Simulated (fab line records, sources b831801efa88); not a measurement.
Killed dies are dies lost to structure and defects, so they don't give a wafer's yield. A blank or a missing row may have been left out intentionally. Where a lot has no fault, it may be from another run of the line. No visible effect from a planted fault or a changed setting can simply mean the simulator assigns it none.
Which tool did it? | flow gf180mcu | 14 lots with 42 wafers sampled at 4 steps, on a route of 602 steps

== WHAT THE GAUGES SHOWED, per wafer ==
GF_STI_THK_MEAS_24. Usual: STI_CVD_23_THK 653 nm, standard deviation 5.8.
lot  | measured    | on           | STI_CVD_23_THK (nm) | flag
L420 | day 2 04:49 | filmMetro-03 | 647 643 648         | 
L421 | day 2 08:36 | filmMetro-04 | 657 651 661         | 
L422 | day 2 13:09 | filmMetro-01 | 653 653 652         | 
L423 | day 2 20:13 | filmMetro-01 | 642 647 648         | 
L424 | day 3 02:49 | filmMetro-01 | 660 653 661         | 
L425 | day 3 09:42 | filmMetro-01 | 644 648 655         | 
L427 | day 3 16:54 | filmMetro-01 | 653 650 647         | 
L426 | day 3 16:55 | filmMetro-04 | 659 657 649         | 
L429 | day 4 06:40 | filmMetro-01 | 653 652 652         | 
L431 | day 4 14:25 | filmMetro-01 | 648 659 653         | 
L432 | day 4 17:22 | filmMetro-01 | 652 654 650         | 
L438 | day 6 01:08 | filmMetro-04 | 650 654 653         | 
L441 | day 6 16:07 | filmMetro-04 | 642 658 654         | 
L442 | day 6 21:16 | filmMetro-03 | 650 637 648         | 

GF_M2_THK_MEAS_06: measures by xrf. Usual: M2_ALCU_THK 445 nm, standard deviation 5.6.
lot  | measured     | on           | M2_ALCU_THK (nm) | flag
L420 | day 18 07:13 | filmMetro-04 | 447 444 446      | 
L421 | day 19 04:35 | filmMetro-03 | 444 446 446      | 
L422 | day 19 06:04 | filmMetro-03 | 449 449 450      | 
L423 | day 19 10:40 | filmMetro-04 | 447 443 442      | 
L424 | day 20 03:25 | filmMetro-04 | 443 440 440      | 
L425 | day 20 15:25 | filmMetro-04 | 450 450 450      | 
L427 | day 21 02:32 | filmMetro-03 | 443 446 450      | 
L426 | day 21 03:11 | filmMetro-03 | 450 437 441      | 
L429 | day 21 19:59 | filmMetro-03 | 456 451 456      | 
L431 | day 22 09:23 | filmMetro-03 | 446 440 439      | 
L432 | day 22 16:16 | filmMetro-04 | 439 441 446      | 
L438 | day 24 14:35 | filmMetro-03 | 455 450 444      | 
L441 | day 25 15:30 | filmMetro-03 | 430 434 436      | 
L442 | day 25 18:37 | filmMetro-03 | 435 443 440      | 

== TOOL THAT RAN EACH LOT (tool first, then ch and the chambers of the sampled wafers, then the start) ==
lot  | GF_VT_IMPLANT_SOFTBAKE_25        | GF_V1_CVD_02
L420 | lithoTrack-03 ch 0, day 6 12:02  | pecvd-03 ch 0,1, day 17 05:30
L421 | lithoTrack-03 ch 0, day 6 19:34  | pecvd-01 ch 0,1, day 18 02:26
L422 | lithoTrack-04 ch 0, day 7 00:13  | pecvd-03 ch 1, day 18 03:52
L423 | lithoTrack-03 ch 0, day 7 09:10  | pecvd-01 ch 0,1,2, day 18 08:25
L424 | lithoTrack-03 ch 0, day 7 22:58  | pecvd-01 ch 0,1,2, day 19 00:47
L425 | lithoTrack-04 ch 0, day 8 09:01  | pecvd-01 ch 0,1,2, day 19 12:39
L427 | lithoTrack-03 ch 0, day 8 13:05  | pecvd-04 ch 0,1, day 19 23:57
L426 | lithoTrack-01 ch 0, day 8 11:37  | pecvd-03 ch 0,2, day 20 00:13
L429 | lithoTrack-01 ch 0, day 9 03:00  | pecvd-03 ch 0,1, day 20 17:59
L431 | lithoTrack-04 ch 0, day 9 13:19  | pecvd-01 ch 0,1, day 21 07:43
L432 | lithoTrack-04 ch 0, day 9 14:46  | pecvd-03 ch 0,2, day 21 15:00
L438 | lithoTrack-01 ch 0, day 11 07:40 | pecvd-03 ch 0,2, day 23 14:29
L441 | lithoTrack-04 ch 0, day 12 02:19 | pecvd-03 ch 0,1,2, day 24 16:08
L442 | lithoTrack-04 ch 0, day 12 09:28 | pecvd-04 ch 1,2, day 24 19:08
- GF_VT_IMPLANT_SOFTBAKE_25: time 60 s.
- GF_V1_CVD_02: deposits SiO2 from TEOS, target thk 850 nm, time 94.851 s.

== AS READ BY THE TOOLS THEMSELVES (means over the sampled wafers that have a number; for cases with no such wafer, the mark the record gives instead) ==
GF_VT_IMPLANT_SOFTBAKE_25. Usual: heaterPowerTotalW 56.60 W, standard deviation 0.046; plateTempC 90.00 C, standard deviation 0.13.
lot  | tool          | heaterPowerTotalW (W) | plateTempC (C) | flag
L420 | lithoTrack-03 | 56.63                 | 89.98          | 
L421 | lithoTrack-03 | 56.63                 | 90.12          | 
L422 | lithoTrack-04 | 56.64                 | 90.03          | 
L423 | lithoTrack-03 | 56.59                 | 90.04          | 
L424 | lithoTrack-03 | 56.59                 | 89.86          | 
L425 | lithoTrack-04 | 56.57                 | 90.02          | 
L427 | lithoTrack-03 | 56.57                 | 89.85          | 
L426 | lithoTrack-01 | 56.64                 | 89.97          | 
L429 | lithoTrack-01 | 56.58                 | 90.07          | 
L431 | lithoTrack-04 | 56.62                 | 89.98          | 
L432 | lithoTrack-04 | 56.63                 | 90.13          | 
L438 | lithoTrack-01 | 56.63                 | 89.92          | 
L441 | lithoTrack-04 | 57.87                 | 91.50          | OFF
L442 | lithoTrack-04 | 57.86                 | 91.45          | OFF

GF_V1_CVD_02. Usual: heaterPowerW 670 W, standard deviation 82; rfFwdPowerW 595.9 W, standard deviation 2.2; susceptorTempC 400.00 C, standard deviation 0.2.
lot  | tool     | heaterPowerW (W) | rfFwdPowerW (W) | susceptorTempC (C) | flag
L420 | pecvd-03 | 728              | 595.0           | 400.01             | 
L421 | pecvd-01 | 640              | 596.3           | 399.99             | 
L422 | pecvd-03 | 823              | 596.8           | 399.98             | 
L423 | pecvd-01 | 681              | 595.2           | 399.88             | 
L424 | pecvd-01 | 646              | 595.8           | 399.94             | 
L425 | pecvd-01 | 618              | 596.4           | 400.05             | 
L427 | pecvd-04 | 631              | 599.5           | 400.20             | 
L426 | pecvd-03 | 651              | 596.7           | 400.03             | 
L429 | pecvd-03 | 787              | 596.7           | 400.09             | 
L431 | pecvd-01 | 616              | 594.0           | 400.00             | 
L432 | pecvd-03 | 653              | 593.9           | 399.91             | 
L438 | pecvd-03 | 687              | 596.5           | 400.19             | 
L441 | pecvd-03 | 696              | 596.4           | 399.96             | 
L442 | pecvd-04 | 649              | 599.5           | 399.89             | 

== THE ANSWER, worked out from the rows above alone ==
Rule: a lot is off if the mean of its wafers that have a number lies more than 3 standard deviations from the usual mean. Also off: a lot with no number at a reading for which 4 or more lots have one. The other lots that the step has rows for count as sound. First the gauges in route order, then the tools' own readings, where a lot's mean is used as printed above. The first step at which some lot is off is used, and at that step the reading that is off furthest; a lot without a number counts as furthest.
Off: L441, L442 (GF_VT_IMPLANT_SOFTBAKE_25, heaterPowerTotalW).
A tool fits if, at that step or a process step before it, it ran every lot that is off, and no sound lot after the first of them. One candidate fits, namely lithoTrack-04 at GF_VT_IMPLANT_SOFTBAKE_25. Its last sound lot is L432 (day 9 14:46), its first lot that is off L441 (day 12 02:19): a fault that began between those two fits.
The tool's own readings at GF_VT_IMPLANT_SOFTBAKE_25 bear it out: on the lots that are off they differ by more than 5 times the standard deviation of the sound lots' means. heaterPowerTotalW reads 57.86 W there against 56.61 W on the sound lots; plateTempC reads 91.47 C there against 90.00 C on the sound lots.

== WHAT THE SIMULATOR HAD INSERTED ==
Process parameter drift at GF_VT_IMPLANT_SOFTBAKE_25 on lithoTrack-04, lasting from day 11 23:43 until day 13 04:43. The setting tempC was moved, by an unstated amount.
Shown lots that were struck: L441, L442. The rule above found the same.
